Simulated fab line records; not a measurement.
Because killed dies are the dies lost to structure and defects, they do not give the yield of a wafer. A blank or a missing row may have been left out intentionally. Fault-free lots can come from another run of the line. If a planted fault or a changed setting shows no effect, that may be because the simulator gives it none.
Which tool is to blame?	flow sky130	14 lots, 42 wafers sampled, at 4 steps of a route of 708

## WHAT THE GAUGES SHOWED, per wafer
SKY_VIA4_THK_MEAS_01. Usual: VIA4_HDPCVD_THK typically reads 1754 nm, with standard deviation 21.
lot	measured	on	VIA4_HDPCVD_THK (nm)	flag
L696	day 43 05:32	film metro-01	1751 1750 1761	
L698	day 43 16:23	film metro-01	1740 1740 1754	
L708	day 46 11:08	film metro-02	1751 1786 1785	
L709	day 46 10:49	film metro-03	1759 1747 1723	
L711	day 46 18:20	film metro-01	1787 1734 1745	
L712	day 46 22:40	film metro-02	1788 1755 1745	
L713	day 47 06:41	film metro-01	1770 1772 1735	
L714	day 47 08:38	film metro-01	1779 1797 1781	
L715	day 47 18:41	film metro-01	1726 1717 1738	
L716	day 47 21:27	film metro-02	1722 1719 1759	
L718	day 48 11:43	film metro-02	1769 1781 1718	
L719	day 48 17:38	film metro-02	1728 1746 1760	

## WHICH TOOL RAN EACH LOT (tool, then ch and the chambers of the sampled wafers, then the start)
lot	SKY_VIA2_CMP_02	SKY_METAL4_DEVELOP_12	SKY_METAL4_STRIP_19
L696	cmp-01 ch 0,1, day 36 14:39	litho track-02 ch 0, day 43 04:00	plasma asher-03 ch 0,1, day 43 04:46
L698	cmp-02 ch 0,2,3, day 37 01:46	litho track-02 ch 0, day 43 15:00	plasma asher-02 ch 0,1, day 43 15:37
L699	cmp-02 ch 0,1,2, day 37 03:03	litho track-02, day 43 15:00	plasma asher-04 ch 0,1, day 43 16:18
L700	cmp-01 ch 1,2, day 37 13:04	litho track-02, day 44 01:00	plasma asher-04 ch 0,1, day 44 02:19
L708	cmp-02 ch 0,2,3, day 40 07:02	litho track-01 ch 0, day 46 09:00	plasma asher-03 ch 0,1, day 46 10:17
L709	cmp-02 ch 0,2,3, day 40 07:20	litho track-01 ch 0, day 46 09:00	plasma asher-02 ch 0,1, day 46 09:56
L711	cmp-02 ch 0,2,3, day 40 15:03	litho track-01 ch 0, day 46 16:00	plasma asher-03 ch 0,1, day 46 17:05
L712	cmp-01 ch 0,2,3, day 40 18:50	litho track-04 ch 0, day 46 20:00	plasma asher-04 ch 0,1, day 46 21:29
L713	cmp-02 ch 2,3, day 41 06:40	litho track-04 ch 0, day 47 05:00	plasma asher-03 ch 0,1, day 47 05:55
L714	cmp-02 ch 0,1,2, day 41 09:22	litho track-02 ch 0, day 47 07:00	plasma asher-04 ch 0,1, day 47 07:46
L715	cmp-01 ch 1,2, day 41 19:51	litho track-01 ch 0, day 47 17:00	plasma asher-02 ch 1, day 47 17:50
L716	cmp-01 ch 0,1, day 42 00:51	litho track-02 ch 0, day 47 19:00	plasma asher-02 ch 0,1, day 47 20:07
L718	cmp-01 ch 0,1,3, day 42 16:08	litho track-01 ch 0, day 48 10:00	plasma asher-03 ch 0,1, day 48 10:56
L719	cmp-02 ch 1,2,3, day 42 20:58	litho track-02 ch 0, day 48 16:00	plasma asher-02 ch 0,1, day 48 16:51
- SKY_VIA2_CMP_02: polishes SiO2.
- SKY_METAL4_DEVELOP_12: develop time 60 s.
- SKY_METAL4_STRIP_19: strips in O2/N2.

## WHAT THE TOOLS THEMSELVES READ (means of the sampled wafers that have a number; where no wafer has one, the mark that the record gives instead)
SKY_VIA2_CMP_02. Usual: motor current A at 12.5 A, with a standard deviation of 1.3.
lot	tool	motor current A (A)	flag
L696	cmp-01	14.4	
L698	cmp-02	11.8	
L699	cmp-02	12.6	
L700	cmp-01	12.2	
L708	cmp-02	12.2	
L709	cmp-02	11.8	
L711	cmp-02	12.0	
L712	cmp-01	12.3	
L713	cmp-02	11.5	
L714	cmp-02	12.6	
L715	cmp-01	13.6	
L716	cmp-01	13.8	
L718	cmp-01	13.3	
L719	cmp-02	12.0	

SKY_METAL4_DEVELOP_12. Usual: chill plate temp C at 23.00 C, with a standard deviation of 0.11.
lot	tool	chill plate temp C (C)	flag
L696	litho track-02	23.04	
L698	litho track-02	22.97	
L699	litho track-02	-	OFF
L700	litho track-02	-	OFF
L708	litho track-01	22.96	
L709	litho track-01	23.03	
L711	litho track-01	22.96	
L712	litho track-04	23.08	
L713	litho track-04	23.12	
L714	litho track-02	23.11	
L715	litho track-01	22.93	
L716	litho track-02	23.03	
L718	litho track-01	22.97	
L719	litho track-02	22.97	

SKY_METAL4_STRIP_19. Usual: drypump motor current A 5.88 A, standard deviation 0.29; oes product au 0.501 a.u., standard deviation 0.0055; strip time to endpoint s 6.52 s, standard deviation 0.068.
lot	tool	drypump motor current A (A)	oes product au (a.u.)	strip time to endpoint s (s)	flag
L696	plasma asher-03	5.66	0.500	6.44	
L698	plasma asher-02	5.90	0.504	6.56	
L699	plasma asher-04	5.83	0.511	6.73	OFF
L700	plasma asher-04	5.82	0.506	6.66	
L708	plasma asher-03	5.62	0.501	6.46	
L709	plasma asher-02	5.89	0.500	6.46	
L711	plasma asher-03	5.66	0.494	6.44	
L712	plasma asher-04	5.86	0.504	6.44	
L713	plasma asher-03	5.67	0.499	6.54	
L714	plasma asher-04	5.82	0.500	6.53	
L715	plasma asher-02	6.33	0.501	6.54	
L716	plasma asher-02	5.90	0.502	6.52	
L718	plasma asher-03	5.65	0.501	6.49	
L719	plasma asher-02	5.90	0.500	6.52	

## THE ANSWER, worked out from the rows above alone
Rule: lot off if the mean of its wafers having a number is beyond 3 standard deviations from the usual mean. Also off: a lot with no number at a reading for which 4 or more lots have one. The other lots that the step has rows for count as sound. After the gauges, taken in route order, come the tools' own readings; for these a lot's mean is taken, as printed above. At the first step where some lot is off, the reading lying furthest off is the one used; lots without a number count as furthest.
Off at SKY_METAL4_DEVELOP_12 (chill plate temp C): L699, L700. Without a number there: L699, L700.
If a tool, at that step or one of the process steps before it, ran each lot that is off and ran no sound lot following the first of them, it fits. No candidate that was tried fits.

## WHAT WAS PUT IN BY THE SIMULATOR
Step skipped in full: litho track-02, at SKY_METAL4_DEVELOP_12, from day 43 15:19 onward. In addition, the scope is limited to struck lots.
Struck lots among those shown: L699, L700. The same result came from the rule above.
